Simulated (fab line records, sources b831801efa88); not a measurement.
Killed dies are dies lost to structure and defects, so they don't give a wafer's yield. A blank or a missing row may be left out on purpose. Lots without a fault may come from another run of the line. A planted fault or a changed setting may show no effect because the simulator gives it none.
A struck lot beside a sound one | flow sky130 | 15 steps out of a route of 708
Sound: wafers L160.3, L160.4, L160.6. Struck: wafer L169.3. (L169.4, L169.6 of the same lot were not struck and are left out.) The cause comes at the end.
At each step with rows: each side's tool, then ch and its chambers, then its first start. Under that, the readings that differ: sound wafers | struck wafers | difference of the means | sigmas: that difference in standard deviations of wafers without a fault.
alike: readings whose means differ by less than 2 such deviations, and words and numbers that are the same on both sides. not compared: withheld readings, readings that some wafer has no value for, bounds like >300 that may hide the same value, and numbers for which the record gives no deviation and whose values overlap.
The two part at a step that has a row with sigmas, a row that says differs or no value, or rows on one side only. Numbers that don't overlap but have no deviation are shown without sigmas and don't part them. A reading that every wafer of one side lacks parts them only if that side has two wafers or more.

first, 5 steps without rows for these wafers: SKY_CONTACT_STRIP_19 (strips in O2/N2); SKY_CONTACT_STRIP_20 (strips in post etch residue remover, time 1200 s); SKY_CONTACT_CLEAN_21 (cleans in IPA, time 180 s); SKY_CONTACT_CLEAN_22 (cleans in O3/DIW); SKY_CONTACT_SPUTTER_23 (material TiN, target thk 20 nm, time 80 s).
SKY_CONTACT_CVD_24: deposits W, target thk 340 nm, time 102.12 s.
  sound on cvd_w-02 ch 0,1, day 32 17:53; struck on cvd_w-02 ch 0, day 36 00:47
  alike: heater_power_outer_w, heater_power_w, susceptor_temp_C
SKY_CONTACT_RS_MEAS_25: measures by four-point-probe.
  sound on film_metro-02, day 32 17:59; struck on film_metro-03, day 36 00:54
  alike: CONTACT_W_RS
SKY_CONTACT_THK_MEAS_26: measures by xrf.
  sound on film_metro-02, day 32 18:05; struck on film_metro-03, day 36 01:00
  alike: CONTACT_W_THK
SKY_CONTACT_CMP_27: polishes, stops on SiO2, t overpolish 15 s, target thk 0 nm.
  sound on cmp-01 ch 1,2,3, day 32 18:14; struck on cmp-02 ch 3, day 36 01:08
  alike: edge_zone_pressure_frac, motor_current_A, overpolish_run_s, time_to_endpoint_s
SKY_METAL1_SPUTTER_00: material Ti, target thk 15 nm, time 10 s.
  sound on pvd_sputter-04, day 32 18:26; struck on pvd_sputter-03, day 36 01:20
  alike: throttle_valve_pct
SKY_METAL1_SPUTTER_01: material TiN, target thk 20 nm, time 16.7 s.
  sound on pvd_sputter-04, day 32 18:28; struck on pvd_sputter-03, day 36 01:22
  alike: throttle_valve_pct
SKY_METAL1_SPUTTER_02: material AlCu, target thk 250 nm, time 13.3 s.
  sound on pvd_sputter-04, day 32 18:29; struck on pvd_sputter-03, day 36 01:23
  alike: throttle_valve_pct
SKY_METAL1_SPUTTER_03: material Ti, target thk 5 nm, time 3.3 s.
  sound on pvd_sputter-04, day 32 18:31; struck on pvd_sputter-03, day 36 01:25
  reading                                   | sound            | struck | difference | sigmas
  model.Ti_of_METAL1_SPUTTER_03.thk_nm (nm) | 4.96 4.974 5.051 | 8.634  | +3.639     |
  alike: throttle_valve_pct
then, 1 step without rows for these wafers: SKY_METAL1_SPUTTER_04 (material TiN, target thk 70 nm, time 58.3 s).
-- the record jumps here: 13 days lie between the struck wafers' starts before and after (it left off in module METAL1 and takes up again in module PAD_OPEN, whose first step shown is number 708 of the route) --
SKY_PAD_OPEN_PROBE_99:
  sound on prober-02, day 46 16:56; struck on prober-02, day 49 01:50
  reading                    | sound              | struck | difference | sigmas
  killed_at_front_end        | 11 15 18           | 26     | +11        | +3
  sort_bin_6_memory (%)      | 6.5 5.5 5.5        | 8.7    | +2.9       | +3
  model.etest.met1.rs_ohm_sq | 0.1302 0.1289 0.13 | 0.1311 | +0.0014    |
  alike: defect_limited_yield, killed_at_M0_to_M3, killed_at_M4_up, killed_at_contacts, killed_at_other, killed_dies, killed_open, killed_short, sort_bin_3_pad_short, sort_bin_5_function, sort_n_pass, sort_yield_pct

WHERE THEY PART
Only at SKY_PAD_OPEN_PROBE_99, within this record.

WHY: what the simulator had put in
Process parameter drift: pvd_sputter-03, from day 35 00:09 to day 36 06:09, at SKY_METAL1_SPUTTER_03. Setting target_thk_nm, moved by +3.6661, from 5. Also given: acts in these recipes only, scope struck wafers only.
